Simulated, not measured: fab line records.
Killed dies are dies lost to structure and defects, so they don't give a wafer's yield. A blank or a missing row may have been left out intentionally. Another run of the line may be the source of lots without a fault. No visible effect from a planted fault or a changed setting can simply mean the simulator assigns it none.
fab line records	flow sky130
record: lots: 5	wafers: 15	last_day: 50
route steps=708 shown RES_PROTECT@212 POLY_GATE@213 PAD_OPEN@708
lots untouched by any fault: they come from a run of this same line in which no faults occurred
start_h: hours from the record's first day to the start of the lot's first wafer shown	wait_h: time in hours since the lot's previous step	" identical to the entry in the row above	L1.1+2: a single row standing in for several wafers	- no value, or no start given	* or withheld: withheld	< > ~ a bound
route shown NAME@n: a module of which the file shows steps, and the number in the route of the first	usual: mean and standard deviation over wafers with no fault	same: alike in all rows	chamber/n: place in a boat	sites: each site's reading	_std_site: standard deviation across them	_edge_site: the outer-site mean with the inner-site mean subtracted	radius_mm: how far each site lies from the wafer's centre	mask NAME#n: copy n	behind: the most recent tool/chamber to have shaped the wafer	hold: why the lot went on hold/how many hours it stayed there/how the hold came to an end	device: the transistor (n, p or np) that didn't switch	end of line: tests of these same wafers at the route's end	a step with no rows: only its recipe	killed: at the first sort, the dies lost to defects and structure; wafer yield is something else	map: a wafer's dies, marking killed ones x, the rest . and places with no die _
set.NAME: the setting the step ran with; set.NAME@STEP: the setting that earlier step ran with	model.NAME: the simulator's own value behind a step, which no gauge read
lots at selected steps of the route; one table per step, one row per wafer
services: from which hour (start_h, from the record's first day; less than 0 if before it) a tool's chamber was out of use, for how many hours, and why
== steps ==
step: SKY_RES_PROTECT_DEVELOP_06
recipe: resist: NOVOLAK	developer: TMAH	develop_time_s: 60	dev_temp_c: 23
step: SKY_POLY_GATE_IMPLANT_02
recipe: species: P	energy_kev: 30	dose_cm2: 7.7e+15	tilt_deg: 0
step: SKY_RES_PROTECT_STRIP_07
recipe: chemistry: O2/N2	power_w: 1400	pressure_mtorr: 1500	platen_temp_c: withheld	o2_flow_sccm: 3000	n2_flow_sccm: 300	overash_fraction: 0.5
usual: drypump_motor_current_A: 5.97/0.27	oes_product_au: 0.517/0.0042	strip_time_to_endpoint_s: 23.28/0.036
same: overash_fraction: 0.5
lot.wafer	tool	chamber	start_h	wait_h	drypump_motor_current_A	oes_product_au	rf_hours_counter_h	strip_time_to_endpoint_s
L481.3	plasma_asher-04	0	363.12	0.1	6.24	0.517	-	23.30
L481.4	"	1	"	"	6.11	0.518	-	23.28
L481.6	"	0	"	"	6.22	0.517	-	23.30
L485.1	plasma_asher-01	1	397.14	0.1	5.52	0.520	72	23.27
L485.5	"	0	"	"	5.81	0.522	-	23.27
L485.6	"	1	"	"	5.48	0.515	-	23.22
L488.1	plasma_asher-01	0	421.19	0.1	5.80	0.520	74	23.28
L488.3	"	0	"	"	5.80	0.517	-	23.29
L488.5	"	0	"	"	5.82	0.516	-	23.30
L498.1	plasma_asher-03	1	506.44	0.1	6.19	0.511	37	23.31
L498.2	"	0	"	"	5.71	0.512	37	23.30
L498.5	"	1	"	"	6.19	0.524	-	23.32
L502.1	plasma_asher-03	0	553.04	0.1	5.71	0.518	40	23.22
L502.2	"	1	"	"	6.19	0.525	40	23.22
L502.6	"	1	"	"	6.19	0.515	-	23.26
step: SKY_RES_PROTECT_TW_MEAS_08
usual: POLY_GATE_TW: 4017/45
lot.wafer	tool	chamber	start_h	wait_h	POLY_GATE_TW
L481.3	film_metro-02	-	363.21	0.1	4014
L481.4	"	-	"	"	4008
L481.6	"	-	"	"	4011
L485.1	film_metro-04	-	397.24	0.1	4053
L485.5	"	-	"	"	4056
L485.6	"	-	"	"	4071
L488.1	film_metro-04	-	421.29	0.1	4073
L488.3	"	-	"	"	4059
L488.5	"	-	"	"	4074
L498.1	film_metro-03	-	506.54	0.1	3992
L498.2	"	-	"	"	3978
L498.5	"	-	"	"	4019
L502.1	film_metro-02	-	553.14	0.1	3998
L502.2	"	-	"	"	3995
L502.6	"	-	"	"	4003
step: SKY_RES_PROTECT_CLEAN_09
recipe: chemistry: SC1/SC2	mix: 1:4:20	temp_c: 70	time_s: 150	dry: n2_spin
step: SKY_POLY_GATE_CVD_03
recipe: material: Si3N4	precursor: DCS/NH3	target_thk_nm: 75	temp_c: 770	time_s: 1290	pressure_mtorr: 250
step: SKY_POLY_GATE_THK_MEAS_04
recipe: reads: Si3N4_of_POLY_GATE_CVD_03
usual: POLY_GATE_CVD_03_THK: 74.7/0.72
lot.wafer	tool	chamber	start_h	wait_h	POLY_GATE_CVD_03_THK[nm]
L481.3	film_metro-02	-	364.68	0.0	74.6
L481.4	"	-	"	"	75.4
L481.6	"	-	"	"	75.1
L485.1	film_metro-03	-	400.59	0.0	74.3
L485.5	"	-	"	"	74.3
L485.6	"	-	"	"	74.3
L488.1	film_metro-02	-	422.76	0.0	74.3
L488.3	"	-	"	"	74.0
L488.5	"	-	"	"	74.7
L498.1	film_metro-01	-	508.69	0.0	75.6
L498.2	"	-	"	"	75.3
L498.5	"	-	"	"	74.8
L502.1	film_metro-01	-	555.29	0.0	75.3
L502.2	"	-	"	"	75.9
L502.6	"	-	"	"	75.7
step: SKY_POLY_GATE_DEHYDRATE_05
recipe: temp_c: 200	time_s: 60
step: SKY_POLY_GATE_HMDS_06
recipe: prime_time_s: 60	prime_temp_c: 120
step: SKY_POLY_GATE_COAT_07
recipe: resist: BARC	temp_c: withheld	time_s: withheld	spin_rpm: 3000	resist_thk_nm: 110
step: SKY_POLY_GATE_COAT_08
recipe: resist: KrF-thick	spin_rpm: 3000	resist_thk_nm: 450
step: SKY_POLY_GATE_SOFTBAKE_09
recipe: temp_c: 100	time_s: 90	resist: KrF-thick
step: SKY_POLY_GATE_EXPOSE_10
recipe: mask_id: P1M	na: 0.68	source_shape: conventional	sigma_outer: 0.6	target_cd_nm: 150	dose_mj: 28
lot.wafer	tool	chamber	start_h	wait_h	mask
L481.3+4+6	krf_scanner-02	0	378.67	-	P1M#0
L485.1+5+6	krf_scanner-02	0	415.21	-	P1M#0
L488.1+3+5	krf_scanner-02	0	438.14	-	P1M#0
L498.1+2+5	krf_scanner-02	0	524.52	-	P1M_R1#0
L502.1+2+6	krf_scanner-01	0	569.98	-	P1M#0
step: SKY_POLY_GATE_PEB_11
recipe: peb_temp_c: withheld	peb_time_s: withheld	resist: KrF-thick
step: SKY_POLY_GATE_DEVELOP_12
recipe: develop_time_s: 60	resist: KrF-thick	dev_temp_c: 21
step: SKY_POLY_GATE_CD_MEAS_13
recipe: target_cd_nm: 150
usual: cd_nm: 149.7/1.3
lot.wafer	tool	chamber	start_h	wait_h	hold	cd_nm
L481.3	cd_sem-01	-	393.19	-	-	150.7
L481.4	"	-	"	"	-	150.3
L481.6	"	-	"	"	-	150.7
L485.1	cd_sem-01	-	430.45	-	-	150.3
L485.5	"	-	"	"	-	149.2
L485.6	"	-	"	"	-	149.0
L488.1	cd_sem-01	-	453.59	-	-	149.8
L488.3	"	-	"	"	-	151.1
L488.5	"	-	"	"	-	150.4
L498.1	cd_sem-01	-	538.74	-	await_dispo/0.2h/release	161.5
L498.2	"	-	"	"	await_dispo/0.2h/release	161.7
L498.5	"	-	"	"	await_dispo/0.2h/release	160.0
L498.1	cd_sem-01	-	539.03	0.3	-	162.0
L498.2	"	-	"	"	-	161.4
L498.5	"	-	"	"	-	160.2
L502.1	cd_sem-02	-	585.24	-	-	151.1
L502.2	"	-	"	"	-	151.1
L502.6	"	-	"	"	-	150.3
step: SKY_POLY_GATE_OVL_MEAS_14
usual: POLY_GATE_OVL: 0/6.2
lot.wafer	tool	chamber	start_h	wait_h	hold	POLY_GATE_OVL[nm]
L481.3	overlay-02	-	393.28	0.1	-	-6
L481.4	"	-	"	"	-	-14
L481.6	"	-	"	"	-	-5
L485.1	overlay-02	-	430.58	0.1	-	6
L485.5	"	-	"	"	-	4
L485.6	"	-	"	"	-	-6
L488.1	overlay-02	-	453.71	0.1	-	-5
L488.3	"	-	"	"	-	5
L488.5	"	-	"	"	-	6
L498.1	overlay-01	-	542.36	3.3	await_dispo/3.2h/release	-9
L498.2	"	-	"	"	await_dispo/3.2h/release	-5
L498.5	"	-	"	"	await_dispo/3.2h/release	0
L502.1	overlay-02	-	585.36	0.1	-	4
L502.2	"	-	"	"	-	4
L502.6	"	-	"	"	-	-6
step: SKY_POLY_GATE_ETCH_15
recipe: chemistry: N2/H2	target: BARC	ion_energy_ev: 200	source_w: 500	bias_w: 100	pressure_mtorr: 30	n2_flow_sccm: 100	h2_flow_sccm: 200	stop_on: SiO2	time_s: 118.5	target_depth_a: 1100
usual: bias_w: 100.05/0.29	drypump_motor_current_A: 6.0/0.57	h2_flow_sccm: 200.0/0.66	oes_product_au: 0.717/0.0042	throttle_valve_pct: 13.212/0.0093
lot.wafer	tool	chamber	start_h	wait_h	bias_w	drypump_motor_current_A	h2_flow_sccm	oes_product_au	rf_hours_counter_h	throttle_valve_pct	model.POLY_GATE.cd_nm
L481.3	rie_diel-03	2	393.31	0.0	100.05	5.7	200.1	0.720	42	13.209	153
L481.4	"	1	"	"	99.82	6.7	200.6	0.721	59	13.196	152.8
L481.6	"	0	"	"	99.82	5.7	199.8	0.720	-	13.196	153.3
L485.1	rie_diel-02	1	430.61	0.0	99.55	4.8	199.1	0.722	6	13.204	149.2
L485.5	"	2	"	"	100.13	5.4	200.1	0.711	-	13.222	151.6
L485.6	"	1	"	"	100.05	4.8	200.1	0.716	-	13.205	148.9
L488.1	rie_diel-02	0	453.75	0.0	100.14	6.2	199.8	0.717	60	13.221	148.8
L488.3	"	2	"	"	100.10	5.4	200.0	0.714	2	13.209	153.1
L488.5	"	0	"	"	99.79	6.2	200.7	0.720	-	13.196	148.2
L498.1	rie_diel-03	0	542.39	0.0	99.82	5.7	200.1	0.708	0	13.230	165
L498.2	"	1	"	"	99.69	6.6	199.2	0.715	62	13.230	163.9
L498.5	"	2	"	"	100.33	5.7	200.7	0.718	-	13.202	161.1
L502.1	rie_diel-01	2	585.39	0.0	100.41	5.9	199.6	0.720	10	13.200	156.5
L502.2	"	0	"	"	99.90	6.2	199.4	0.714	15	13.207	152.4
L502.6	"	0	"	"	100.23	6.2	199.9	0.714	-	13.226	151
step: SKY_POLY_GATE_ETCH_16
recipe: stop_on: poly-Si	chemistry: CH3F/O2	target: Si3N4	source_w: 400	bias_w: 80	pressure_mtorr: 25	ch3f_flow_sccm: 40	O2_flow_sccm: 30	time_s: 147.5	target_depth_a: 750
usual: bias_w: 79.94/0.26	drypump_motor_current_A: 6.0/0.57	oes_product_au: 0.639/0.0052	throttle_valve_pct: 10.534/0.0092
lot.wafer	tool	chamber	start_h	wait_h	bias_w	drypump_motor_current_A	oes_product_au	rf_hours_counter_h	throttle_valve_pct
L481.3	rie_diel-03	2	393.39	0.0	79.86	5.7	0.636	42	10.536
L481.4	"	1	"	"	80.13	6.7	0.634	59	10.538
L481.6	"	0	"	"	80.46	5.7	0.642	-	10.532
L485.1	rie_diel-02	1	430.70	0.0	80.08	4.8	0.635	6	10.531
L485.5	"	2	"	"	79.91	5.5	0.640	-	10.547
L485.6	"	1	"	"	79.74	4.8	0.632	-	10.528
L488.1	rie_diel-02	0	453.83	0.0	79.92	6.2	0.639	60	10.536
L488.3	"	2	"	"	80.05	5.4	0.640	2	10.521
L488.5	"	0	"	"	79.73	6.2	0.635	-	10.540
L498.1	rie_diel-03	0	542.47	0.0	79.45	5.7	0.645	0	10.542
L498.2	"	1	"	"	79.70	6.6	0.644	62	10.528
L498.5	"	2	"	"	80.02	5.7	0.636	-	10.530
L502.1	rie_diel-01	2	585.48	0.0	79.67	5.9	0.642	10	10.520
L502.2	"	0	"	"	80.09	6.1	0.648	15	10.524
L502.6	"	0	"	"	80.09	6.1	0.648	-	10.532
step: SKY_POLY_GATE_ETCH_17
recipe: target_depth_nm: 180	stop_on: SiO2	over_etch_frac: 0.56667	chemistry: HBr/Cl2	target: poly-Si	icp_w: 400	bias_w: 100	pressure_mtorr: 10	HBr_flow_sccm: 150	Cl2_flow_sccm: 50	time_s: 70.5
usual: bias_w: 100.0/0.3	drypump_motor_current_A: 5.8/0.55	oes_product_au: 0.984/0.011	throttle_valve_pct: 33.685/0.009
lot.wafer	tool	chamber	start_h	wait_h	bias_w	drypump_motor_current_A	oes_product_au	rf_hours_counter_h	throttle_valve_pct	model.POLY_GATE.cd_nm
L481.3	rie_si-01	1	393.49	0.0	100.0	5.9	0.990	2	33.671	155.4
L481.4	"	3	"	"	100.2	5.6	0.986	22	33.690	151
L481.6	"	2	"	"	99.6	6.7	0.999	-	33.689	155.4
L485.1	rie_si-01	0	430.79	0.0	99.6	5.7	0.989	60	33.674	148.4
L485.5	"	2	"	"	99.9	6.6	0.980	-	33.682	153.4
L485.6	"	1	"	"	100.1	5.9	0.991	-	33.683	152.3
L488.1	rie_si-02	3	453.93	0.0	100.0	6.1	0.975	15	33.688	151.9
L488.3	"	0	"	"	100.1	5.4	1.000	7	33.684	152.5
L488.5	"	0	"	"	100.1	5.4	0.988	-	33.695	148.6
L498.1	rie_si-01	3	542.57	0.0	99.6	5.6	0.985	22	33.694	163.9
L498.2	"	2	"	"	100.0	6.7	1.006	23	33.681	165.8
L498.5	"	1	"	"	100.1	5.9	0.988	-	33.692	162.7
L502.1	rie_si-01	0	585.58	0.0	99.7	5.7	0.995	0	33.666	157.8
L502.2	"	1	"	"	100.1	5.9	1.005	3	33.675	153.9
L502.6	"	3	"	"	99.5	5.6	1.005	-	33.670	150.5
step: SKY_POLY_GATE_STRIP_18
recipe: chemistry: O2/N2	power_w: 1400	pressure_mtorr: 1500	platen_temp_c: withheld	o2_flow_sccm: 3000	n2_flow_sccm: 300	overash_fraction: 0.5
usual: drypump_motor_current_A: 6.03/0.28	oes_product_au: 0.362/0.0047	strip_time_to_endpoint_s: 3.18/0.056
same: overash_fraction: 0.5
lot.wafer	tool	chamber	start_h	wait_h	drypump_motor_current_A	oes_product_au	rf_hours_counter_h	strip_time_to_endpoint_s
L481.3	plasma_asher-01	1	393.58	0.1	5.44	0.357	-	3.08
L481.4	"	0	"	"	5.78	0.354	-	3.16
L481.6	"	0	"	"	5.75	0.363	-	3.23
L485.1	plasma_asher-02	1	430.85	0.0	6.36	0.364	64	3.20
L485.5	"	1	"	"	6.32	0.355	-	3.13
L485.6	"	0	"	"	6.03	0.361	-	3.27
L488.1	plasma_asher-02	0	453.98	0.0	6.05	0.357	66	3.21
L488.3	"	0	"	"	6.05	0.363	-	3.18
L488.5	"	1	"	"	6.33	0.364	-	3.14
L498.1	plasma_asher-02	1	542.63	0.0	6.35	0.365	76	3.22
L498.2	"	0	"	"	6.06	0.364	76	3.12
L498.5	"	1	"	"	6.37	0.352	-	3.09
L502.1	plasma_asher-01	0	585.63	0.0	5.87	0.356	90	3.09
L502.2	"	1	"	"	5.50	0.348	90	3.15
L502.6	"	1	"	"	5.47	0.358	-	3.14
step: SKY_PAD_OPEN_PROBE_99
usual: killed_at_M0_to_M3: 43/6.8	killed_at_M4_up: 3.3/2.1	killed_at_contacts: 24/5	killed_at_front_end: 15/4.4	killed_at_other: 0.3/0.57	killed_dies: 86/9.7	killed_open: 47/7.3	killed_short: 39/6.1
same: gross_dies: 492	killed_at_back_side: 0
lot.wafer	tool	chamber	start_h	wait_h	killed_at_M0_to_M3	killed_at_M4_up	killed_at_contacts	killed_at_front_end	killed_at_other	killed_dies	killed_open	killed_short	model.etest.pfet_01v8.r_on_ohm_um	model.etest.res_poly.line_ohm_um	model.etest.nfet_01v8.r_on_ohm_um	model.etest.nfet_g5v0d10v5.r_on_ohm_um	model.etest.sonos_uncharged.r_on_ohm_um	model.etest.pfet_01v8.drive_ua_um	model.etest.res_poly.width_nm	model.etest.res_xhigh_po.width_nm
L481.3	prober-02	-	1093.77	0.2	41	8	17	15	1	82	37	45	3106	482.2	832.7	1910	815.1	176.6	98.29	354.1
L481.4	prober-02	-	1093.82	0.2	40	4	25	16	0	85	45	39	2978	517.7	810.6	1893	802	184.6	94.03	348.6
L481.6	prober-02	-	1093.92	0.2	35	3	24	18	0	80	41	39	3064	486.2	851.9	1884	813.2	179.2	98.23	354.4
L485.1	prober-02	-	1120.82	0.1	40	1	26	11	0	78	43	35	2774	532.5	806	1840	796.5	202.7	92.06	346.2
L485.5	prober-02	-	1121.02	0.2	39	3	19	16	0	77	33	44	2814	514.5	825.8	1876	816.8	199.1	96.9	354.9
L485.6	prober-02	-	1121.07	0.2	49	3	23	18	1	94	59	34	2849	516.6	836.6	1852	806.7	196	95.27	351.7
L488.1	prober-01	-	1133.55	0.1	48	2	24	19	0	93	48	45	2889	503.1	819.9	1846	791.3	193.8	95.06	349.9
L488.3	prober-01	-	1133.65	0.2	43	4	21	16	0	84	46	38	2877	488.8	821.6	1872	798.2	192.9	95.11	350.2
L488.5	prober-01	-	1133.75	0.2	41	2	28	18	1	90	50	40	2872	524	821.1	1870	805.4	195.5	91.43	347.6
L498.1	prober-02	-	1185.24	0.1	56	4	24	18	0	102	49	53	3185	449.5	894	1939	858.5	172.7	106.8	362.3
L498.2	prober-02	-	1185.29	0.1	47	3	25	8	0	83	46	37	3241	436.7	917.4	1944	857.5	166.4	108.9	363.3
L498.5	prober-02	-	1185.44	0.2	44	3	44	16	0	107	55	48	3152	453.4	891.3	1943	858.8	174	105.7	362.1
L502.1	prober-01	-	1206.46	0.1	42	2	19	22	0	85	41	43	3017	466.9	893.4	1907	819.2	180.9	100.8	355.2
L502.2	prober-01	-	1206.51	0.1	43	1	31	17	0	92	47	43	3001	487.7	852.2	1870	798	183.9	97.44	351.9
L502.6	prober-01	-	1206.71	0.2	38	0	26	21	1	86	47	38	2920	505.9	843.6	1886	805.9	189.8	93.4	347.8
killed by level:class
L481.3 CONTACT:geometric_particle:short=9 VIA1:geometric_particle:open=9 FIELD_ISO:geometric_particle:open=6 METAL4:geometric_particle:short=6 METAL3:geometric_particle:short=6 VIA3:geometric_particle:open=6 POLY_GATE:geometric_particle:short=4 CONTACT:geometric_particle:open=4
L481.4 CONTACT:geometric_particle:open=8 VIA1:geometric_particle:open=8 VIA3:geometric_particle:open=8 LI_CONTACT:geometric_particle:open=6 CONTACT:geometric_particle:short=5 METAL1:geometric_particle:short=5 VIA1:geometric_particle:short=5 POLY_GATE:geometric_particle:short=4
L481.6 CONTACT:geometric_particle:open=9 VIA1:geometric_particle:short=7 VIA1:geometric_particle:open=7 FIELD_ISO:geometric_particle:open=6 VIA2:geometric_particle:open=6 LI_CONTACT:geometric_particle:open=5 CONTACT:geometric_particle:short=5 POLY_GATE:geometric_particle:short=4
L485.1 CONTACT:geometric_particle:open=10 VIA1:geometric_particle:open=10 LI_CONTACT:geometric_particle:open=7 METAL2:geometric_particle:short=6 VIA1:geometric_particle:short=5 CONTACT:geometric_particle:short=4 METAL1:geometric_particle:short=4 VIA2:geometric_particle:open=4
L485.5 CONTACT:geometric_particle:open=8 POLY_GATE:geometric_particle:short=6 VIA1:geometric_particle:short=6 VIA1:geometric_particle:open=6 VIA2:geometric_particle:short=6 METAL2:geometric_particle:short=5 METAL3:geometric_particle:short=5 VIA3:geometric_particle:open=5
L485.6 VIA3:geometric_particle:open=11 VIA1:geometric_particle:open=10 CONTACT:geometric_particle:open=9 VIA2:geometric_particle:open=8 POLY_GATE:geometric_particle:open=6 CONTACT:geometric_particle:short=5 VIA1:geometric_particle:short=5 LI_CONTACT:geometric_particle:open=4
L488.1 VIA1:geometric_particle:open=11 VIA3:geometric_particle:open=9 POLY_GATE:geometric_particle:short=6 VIA2:geometric_particle:short=6 CONTACT:geometric_particle:open=6 VIA2:geometric_particle:open=6 LI_CONTACT:geometric_particle:short=5 LI_CONTACT:geometric_particle:open=5
L488.3 CONTACT:geometric_particle:open=9 VIA1:geometric_particle:open=9 VIA2:geometric_particle:open=8 VIA3:geometric_particle:open=7 LI_CONTACT:geometric_particle:open=6 POLY_GATE:geometric_particle:short=5 POLY_GATE:geometric_particle:open=5 VIA1:geometric_particle:short=4
L488.5 CONTACT:geometric_particle:open=10 VIA2:geometric_particle:open=8 LI_CONTACT:geometric_particle:open=7 VIA1:geometric_particle:open=6 FIELD_ISO:geometric_particle:open=5 METAL2:geometric_particle:short=5 METAL1:geometric_particle:short=5 CONTACT:geometric_particle:short=5
L498.1 VIA1:geometric_particle:open=11 LI_CONTACT:geometric_particle:open=9 VIA1:geometric_particle:short=9 POLY_GATE:geometric_particle:short=7 CONTACT:geometric_particle:open=7 METAL1:geometric_particle:short=7 METAL2:geometric_particle:short=6 POLY_GATE:geometric_particle:open=6
L498.2 CONTACT:geometric_particle:open=15 VIA1:geometric_particle:open=10 METAL1:geometric_particle:short=7 VIA2:geometric_particle:open=7 VIA1:geometric_particle:short=5 CONTACT:geometric_particle:short=4 POLY_GATE:geometric_particle:short=3 LI_CONTACT:geometric_particle:open=3
L498.5 CONTACT:geometric_particle:open=14 VIA1:geometric_particle:open=12 LI_CONTACT:geometric_particle:open=10 LOCAL_INTERCONNECT:geometric_particle:short=8 CONTACT:geometric_particle:short=8 VIA2:geometric_particle:open=6 POLY_GATE:geometric_particle:short=5 VIA1:geometric_particle:short=5
L502.1 VIA3:geometric_particle:open=9 CONTACT:geometric_particle:open=9 METAL1:geometric_particle:short=9 FIELD_ISO:geometric_particle:short=8 VIA1:geometric_particle:open=6 VIA2:geometric_particle:open=6 POLY_GATE:geometric_particle:short=5 POLY_GATE:geometric_particle:open=5
L502.2 CONTACT:geometric_particle:open=13 CONTACT:geometric_particle:short=9 VIA1:geometric_particle:open=8 FIELD_ISO:geometric_particle:short=7 VIA3:geometric_particle:short=6 LI_CONTACT:geometric_particle:open=6 VIA2:geometric_particle:open=6 METAL1:geometric_particle:short=5
L502.6 LI_CONTACT:geometric_particle:open=9 VIA1:geometric_particle:open=9 CONTACT:geometric_particle:open=7 VIA2:geometric_particle:short=6 VIA3:geometric_particle:open=5 METAL1:geometric_particle:short=5 POLY_GATE:geometric_particle:open=4 LOCAL_INTERCONNECT:geometric_particle:short=4
== services ==
tool	chamber	start_h	hours	kind
krf_scanner-02	-	340.73	1.3	pm
krf_scanner-02	-	346.64	0.6	repair
rie_diel-02	0	353.46	2.4	repair
rie_diel-03	2	358.03	1.4	repair
rie_diel-03	2	359.73	1.6	repair
krf_scanner-02	-	366.91	1.0	pm
plasma_asher-03	-	373.65	14.6	pm
rie_diel-03	2	378.83	6.4	repair
rie_diel-01	-	413.18	2.8	pm
krf_scanner-02	-	435.93	0.9	repair
krf_scanner-02	-	439.89	0.8	pm
krf_scanner-02	-	442.30	0.2	repair
krf_scanner-02	-	470.02	0.8	repair
plasma_asher-01	-	473.88	1.2	repair
plasma_asher-01	-	491.65	4.8	repair
rie_si-01	1	510.44	3.1	repair
krf_scanner-02	-	516.61	1.3	pm
plasma_asher-01	-	527.63	2.8	pm
krf_scanner-02	-	535.91	1.0	pm
rie_si-01	0	545.92	1.9	repair
rie_diel-02	3	547.82	14.2	repair
rie_diel-03	2	551.29	3.4	repair
rie_diel-02	-	573.53	15.6	pm
plasma_asher-02	-	581.26	2.8	pm
== key ==
first_sign: step: SKY_POLY_GATE_EXPOSE_10	reading: mask	direction: changed
effect: step: SKY_POLY_GATE_CD_MEAS_13	reading: visit	direction: added
effect: step: SKY_POLY_GATE_CD_MEAS_13	reading: cd_nm	direction: up	sigmas: 8.5	usual: 149.7	struck: 161.0
model_effect: step: SKY_POLY_GATE_ETCH_15	value: POLY_GATE.cd_nm	without: 152.4	struck: 163.3
model_effect: step: SKY_POLY_GATE_ETCH_17	value: POLY_GATE.cd_nm	without: 153.2	struck: 164.1
model_effect: step: SKY_PAD_OPEN_PROBE_99	value: etest.pfet_01v8.r_on_ohm_um	without: 3024	struck: 3193
met_at SKY_POLY_GATE_EXPOSE_10
struck_wafers L498.1,L498.2,L498.5
tester_left_out L498
onset_between 438.14 524.52
fault: kind: wrong_mask	tool: any	chamber: -	onset_h: 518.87	steps: SKY_POLY_GATE_EXPOSE_10	aux_copy: P1M_R1#0	cd_offset_nm: 11	scope: struck_lots_only
tester_left_out: of these lots the tester's yield and bins aren't shown, on N5 and GAA mostly nor the transistor test; their killed dies are dies lost to structure and defects alone, not to doping, threshold or leakage, so they don't give the yield
